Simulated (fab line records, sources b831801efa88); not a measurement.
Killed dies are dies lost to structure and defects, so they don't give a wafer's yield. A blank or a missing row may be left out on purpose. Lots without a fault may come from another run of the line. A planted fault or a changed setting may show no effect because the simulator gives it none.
Which tool did it? | flow gf180mcu | 14 lots, 42 wafers sampled, at 4 steps of a route of 602

WHAT THE GAUGES READ, wafer by wafer
GF_TOP_METAL_THK_MEAS_06: measures by xrf. Usual: TOP_METAL_ALCU_THK 904 nm, standard deviation 11.
lot  | measured     | on            | TOP_METAL_ALCU_THK (nm) | flag
L833 | day 27 12:20 | film_metro-01 | 899 900 912             |
L834 | day 27 15:12 | film_metro-01 | 898 908 894             |
L835 | day 28 00:13 | film_metro-04 | 884 893 896             |
L838 | day 28 15:29 | film_metro-04 | 895 902 889             |
L840 | day 29 11:52 | film_metro-02 | 906 900 908             |
L847 | day 31 18:09 | film_metro-04 | 912 912 909             |
L849 | day 32 04:40 | film_metro-04 | 899 903 901             |
L850 | day 32 07:26 | film_metro-01 | 913 909 917             |
L851 | day 32 13:26 | film_metro-04 | 895 892 903             |
L852 | day 32 17:04 | film_metro-02 | 897 890 883             |
L853 | day 32 21:58 | film_metro-01 | 912 911 917             |
L854 | day 33 04:34 | film_metro-04 | 900 895 889             |
L855 | day 33 10:14 | film_metro-01 | 932 914 912             |
L856 | day 33 16:22 | film_metro-04 | 920 916 923             |

GF_PASSIVATION_BOW_MEAS_14. Usual: PASSIVATION_BOW 139 um, standard deviation 11.
lot  | measured     | on            | PASSIVATION_BOW (um) | flag
L833 | day 29 05:47 | film_metro-02 | 138 134 139          |
L834 | day 29 08:58 | film_metro-02 | 150 157 146          |
L835 | day 29 18:43 | film_metro-02 | 133 123 132          |
L838 | day 30 08:51 | film_metro-02 | 145 152 142          |
L840 | day 31 03:16 | film_metro-03 | 113 132 114          |
L847 | day 33 05:59 | film_metro-01 | 137 140 132          |
L849 | day 33 15:51 | film_metro-03 | 159 151 152          |
L850 | day 33 18:19 | film_metro-03 | 142 141 128          |
L851 | day 33 23:25 | film_metro-01 | 148 147 150          |
L852 | day 34 03:00 | film_metro-01 | 110 126 132          |
L853 | day 34 07:58 | film_metro-03 | 126 123 123          |
L854 | day 34 13:58 | film_metro-02 | 136 142 117          |
L855 | day 34 18:50 | film_metro-02 | 144 147 141          |
L856 | day 35 00:01 | film_metro-01 | 127 127 124          |

WHICH TOOL RAN EACH LOT (tool, then ch and the chambers of the sampled wafers, then the start)
lot  | GF_MVPSD_STRIP_10                    | GF_V4_CVD_02
L833 | plasma_asher-01 ch 0,1, day 5 04:05  | pecvd-03 ch 0,1,2, day 23 16:17
L834 | plasma_asher-02 ch 0,1, day 5 08:45  | pecvd-03 ch 0,1,2, day 23 20:34
L835 | plasma_asher-01 ch 0,1, day 5 16:11  | pecvd-04 ch 0,1,2, day 24 07:09
L838 | plasma_asher-02 ch 0,1, day 6 04:55  | pecvd-03 ch 0,2, day 25 00:55
L840 | plasma_asher-02 ch 1, day 6 20:10    | pecvd-03 ch 0,2, day 25 22:41
L847 | plasma_asher-01 ch 0,1, day 8 17:25  | pecvd-02 ch 0,1, day 28 10:19
L849 | plasma_asher-02 ch 0,1, day 9 02:49  | pecvd-04 ch 0,1,2, day 28 21:52
L850 | plasma_asher-04 ch 0,1, day 9 07:11  | pecvd-04 ch 0,1,2, day 29 01:10
L851 | plasma_asher-02 ch 0,1, day 9 11:23  | pecvd-02 ch 0,2, day 29 07:53
L852 | plasma_asher-01 ch 0,1, day 9 18:05  | pecvd-02 ch 0,2, day 29 13:25
L853 | plasma_asher-02 ch 0,1, day 9 23:13  | pecvd-04 ch 0,1,2, day 29 17:31
L854 | plasma_asher-01 ch 0,1, day 10 06:53 | pecvd-04 ch 0,2, day 30 01:03
L855 | plasma_asher-01 ch 0,1, day 10 11:44 | pecvd-02 ch 0,1, day 30 07:23
L856 | plasma_asher-01 ch 0,1, day 10 18:01 | pecvd-03 ch 0,1,2, day 30 15:55
- GF_MVPSD_STRIP_10: strips in O2/N2.
- GF_V4_CVD_02: deposits SiO2 from TEOS, target thk 850 nm, time 94.851 s.

WHAT THE TOOLS THEMSELVES READ (means of the sampled wafers that have a number; where no wafer has one, the mark that the record gives instead)
GF_MVPSD_STRIP_10. Usual: drypump_motor_current_A 5.7 A, standard deviation 0.7; heater_power_w 331 W, standard deviation 36; oes_product_au 0.723 a.u., standard deviation 0.0046; strip_time_to_endpoint_s 36.91 s, standard deviation 0.098.
lot  | tool            | drypump_motor_current_A (A) | heater_power_w (W) | oes_product_au (a.u.) | strip_time_to_endpoint_s (s) | flag
L833 | plasma_asher-01 | 5.4                         | 364                | 0.720                 | 37.02                        |
L834 | plasma_asher-02 | 5.5                         | 307                | 0.723                 | 36.83                        |
L835 | plasma_asher-01 | 5.3                         | 349                | 0.728                 | 36.84                        |
L838 | plasma_asher-02 | 5.5                         | 301                | 0.717                 | 36.91                        |
L840 | plasma_asher-02 | 6.8                         | 283                | 0.723                 | 36.96                        |
L847 | plasma_asher-01 | 5.3                         | 365                | 0.725                 | 36.89                        |
L849 | plasma_asher-02 | 5.5                         | 302                | 0.723                 | 36.98                        |
L850 | plasma_asher-04 | 6.1                         | 338                | 0.721                 | 36.96                        |
L851 | plasma_asher-02 | 5.5                         | 303                | 0.723                 | 37.04                        |
L852 | plasma_asher-01 | 5.3                         | 347                | 0.724                 | 36.81                        |
L853 | plasma_asher-02 | 6.2                         | 291                | 0.722                 | 37.03                        |
L854 | plasma_asher-01 | 5.3                         | 366                | 0.724                 | 36.95                        |
L855 | plasma_asher-01 | 5.3                         | 363                | 0.721                 | 37.04                        |
L856 | plasma_asher-01 | 5.3                         | 368                | 0.722                 | 36.84                        |

GF_V4_CVD_02. Usual: heater_power_w 662 W, standard deviation 130.
lot  | tool     | heater_power_w (W) | flag
L833 | pecvd-03 | 694                |
L834 | pecvd-03 | 682                |
L835 | pecvd-04 | 617                |
L838 | pecvd-03 | 701                |
L840 | pecvd-03 | 659                |
L847 | pecvd-02 | 624                |
L849 | pecvd-04 | 704                |
L850 | pecvd-04 | 678                |
L851 | pecvd-02 | 698                |
L852 | pecvd-02 | 677                |
L853 | pecvd-04 | 703                |
L854 | pecvd-04 | 676                |
L855 | pecvd-02 | 650                |
L856 | pecvd-03 | 616                |

THE ANSWER, worked out from the rows above alone
Rule: a lot is off if the mean of its wafers that have a number lies more than 3 standard deviations from the usual mean. A lot without any number at a reading at which 4 lots or more have one is off too. The other lots that the step has rows for count as sound. The gauges are gone through in route order, then the tools' own readings, and for those a lot's mean is taken as printed above. The first step at which some lot is off is used, and at that step the reading that is off furthest; a lot without a number counts as furthest.
No lot is off at any reading shown: from this, nothing can be told.

WHAT THE SIMULATOR HAD PUT IN
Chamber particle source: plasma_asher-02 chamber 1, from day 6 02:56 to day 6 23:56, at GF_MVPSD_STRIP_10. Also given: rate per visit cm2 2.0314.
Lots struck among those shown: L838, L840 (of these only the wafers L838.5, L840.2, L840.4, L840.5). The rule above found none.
